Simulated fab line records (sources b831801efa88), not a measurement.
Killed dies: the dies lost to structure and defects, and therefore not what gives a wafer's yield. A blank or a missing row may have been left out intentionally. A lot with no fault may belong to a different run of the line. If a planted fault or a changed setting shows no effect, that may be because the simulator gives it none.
Chamber matching :: flow sky130 :: SKY_FIELD_ISO_ETCH_17 on rie_si-02 has 4 sister chambers
The step etches Si in HBr/Cl2/O2, target depth 342 nm, time 97.7 s. 22 wafers are shown with their chamber, then 11 later ones without.

WAFERS PAIRED WITH THEIR CHAMBERS
wafer: L075.1
chamber: 2
drypump_motor_current_A (A): 5.5
throttle_valve_pct (%): 25.653
oes_product_au (a.u.): 1.001

wafer: L075.2
chamber: 3
drypump_motor_current_A (A): 5.7
throttle_valve_pct (%): 25.666
oes_product_au (a.u.): 1.001

wafer: L075.3
chamber: 1
drypump_motor_current_A (A): 5.0
throttle_valve_pct (%): 25.651
oes_product_au (a.u.): 1.001

wafer: L075.4
chamber: 0
drypump_motor_current_A (A): 6.2
throttle_valve_pct (%): 25.660
oes_product_au (a.u.): 0.994

wafer: L075.5
chamber: 3
drypump_motor_current_A (A): 5.7
throttle_valve_pct (%): 25.653
oes_product_au (a.u.): 1.000

wafer: L075.6
chamber: 0
drypump_motor_current_A (A): 6.2
throttle_valve_pct (%): 25.645
oes_product_au (a.u.): 0.987

wafer: L074.1
chamber: 1
drypump_motor_current_A (A): 5.1
throttle_valve_pct (%): 25.638
oes_product_au (a.u.): 1.009

wafer: L074.3
chamber: 2
drypump_motor_current_A (A): 5.5
throttle_valve_pct (%): 25.639
oes_product_au (a.u.): 1.003

wafer: L074.5
chamber: 2
drypump_motor_current_A (A): 5.5
throttle_valve_pct (%): 25.663
oes_product_au (a.u.): 0.999

wafer: L076.1
chamber: 1
drypump_motor_current_A (A): 5.0
throttle_valve_pct (%): 25.644
oes_product_au (a.u.): 1.003

wafer: L076.4
chamber: 3
drypump_motor_current_A (A): 5.7
throttle_valve_pct (%): 25.653
oes_product_au (a.u.): 1.002

wafer: L076.5
chamber: 0
drypump_motor_current_A (A): 6.3
throttle_valve_pct (%): 25.664
oes_product_au (a.u.): 0.991

wafer: L082.3
chamber: 1
drypump_motor_current_A (A): 5.0
throttle_valve_pct (%): 25.651
oes_product_au (a.u.): 1.002

wafer: L082.4
chamber: 0
drypump_motor_current_A (A): 6.3
throttle_valve_pct (%): 25.649
oes_product_au (a.u.): 1.004

wafer: L082.5
chamber: 3
drypump_motor_current_A (A): 5.7
throttle_valve_pct (%): 25.649
oes_product_au (a.u.): 0.998

wafer: L083.3
chamber: 0
drypump_motor_current_A (A): 6.3
throttle_valve_pct (%): 25.641
oes_product_au (a.u.): 1.008

wafer: L083.5
chamber: 2
drypump_motor_current_A (A): 5.5
throttle_valve_pct (%): 25.640
oes_product_au (a.u.): 1.004

wafer: L083.6
chamber: 3
drypump_motor_current_A (A): 5.7
throttle_valve_pct (%): 25.662
oes_product_au (a.u.): 0.998

wafer: L085.1
chamber: 1
drypump_motor_current_A (A): 5.0
throttle_valve_pct (%): 25.662
oes_product_au (a.u.): 0.982

wafer: L085.3
chamber: 2
drypump_motor_current_A (A): 5.5
throttle_valve_pct (%): 25.661
oes_product_au (a.u.): 0.984

wafer: L085.5
chamber: 2
drypump_motor_current_A (A): 5.5
throttle_valve_pct (%): 25.651
oes_product_au (a.u.): 1.002

wafer: L087.3
chamber: 2
drypump_motor_current_A (A): 5.5
throttle_valve_pct (%): 25.664
oes_product_au (a.u.): 0.995

SIGNATURES (averages over the wafers above)
reading: drypump_motor_current_A
chamber 0: 6.260
chamber 1: 5.020
chamber 2: 5.500
chamber 3: 5.700
scatter within a chamber: 0.0333

reading: throttle_valve_pct
chamber 0: 25.65180
chamber 1: 25.64920
chamber 2: 25.65300
chamber 3: 25.65660
scatter within a chamber: 0.00932

reading: oes_product_au
chamber 0: 0.99680
chamber 1: 0.99940
chamber 2: 0.99829
chamber 3: 0.99980
scatter within a chamber: 0.00759
Rule: for a wafer and a chamber, the distance is found by dividing, reading by reading, the gap between the wafer's reading and the chamber's mean by the reading's scatter, squaring, summing and taking the root. If the next closest chamber is less than 2 further off than the closest, the wafer can't be placed; otherwise it belongs to the closest. The scatter: take each reading less its chamber's mean, square it, sum over the shown wafers, divide by the number of wafers less the number of chambers, and take the root.

WAFERS MISSING THEIR CHAMBER
wafer: L087.4
drypump_motor_current_A (A): 6.3
throttle_valve_pct (%): 25.669
oes_product_au (a.u.): 1.005

wafer: L087.6
drypump_motor_current_A (A): 5.0
throttle_valve_pct (%): 25.651
oes_product_au (a.u.): 0.989

wafer: L089.1
drypump_motor_current_A (A): 6.3
throttle_valve_pct (%): 25.648
oes_product_au (a.u.): 1.008

wafer: L089.2
drypump_motor_current_A (A): 5.5
throttle_valve_pct (%): 25.641
oes_product_au (a.u.): 1.014

wafer: L089.3
drypump_motor_current_A (A): 5.7
throttle_valve_pct (%): 25.654
oes_product_au (a.u.): 1.005

wafer: L094.2
drypump_motor_current_A (A): 5.5
throttle_valve_pct (%): 25.656
oes_product_au (a.u.): 1.006

wafer: L094.3
drypump_motor_current_A (A): 5.7
throttle_valve_pct (%): 25.647
oes_product_au (a.u.): 1.000

wafer: L094.4
drypump_motor_current_A (A): 6.3
throttle_valve_pct (%): 25.661
oes_product_au (a.u.): 1.005

wafer: L096.1
drypump_motor_current_A (A): 5.0
throttle_valve_pct (%): 25.642
oes_product_au (a.u.): 1.004

wafer: L096.3
drypump_motor_current_A (A): 5.5
throttle_valve_pct (%): 25.652
oes_product_au (a.u.): 0.995

wafer: L096.4
drypump_motor_current_A (A): 6.3
throttle_valve_pct (%): 25.645
oes_product_au (a.u.): 1.001

CHAMBER TAKEN BY EACH
wafer: L087.4
from the rows above: 0
in truth: 0

wafer: L087.6
from the rows above: 1
in truth: 1

wafer: L089.1
from the rows above: 0
in truth: 0

wafer: L089.2
from the rows above: 2
in truth: 2

wafer: L089.3
from the rows above: 3
in truth: 3

wafer: L094.2
from the rows above: 2
in truth: 2

wafer: L094.3
from the rows above: 3
in truth: 3

wafer: L094.4
from the rows above: 0
in truth: 0

wafer: L096.1
from the rows above: 1
in truth: 1

wafer: L096.3
from the rows above: 2
in truth: 2

wafer: L096.4
from the rows above: 0
in truth: 0
11 of 11 placed correctly. From these rows, 0 cannot be placed. 0 placed wrongly.
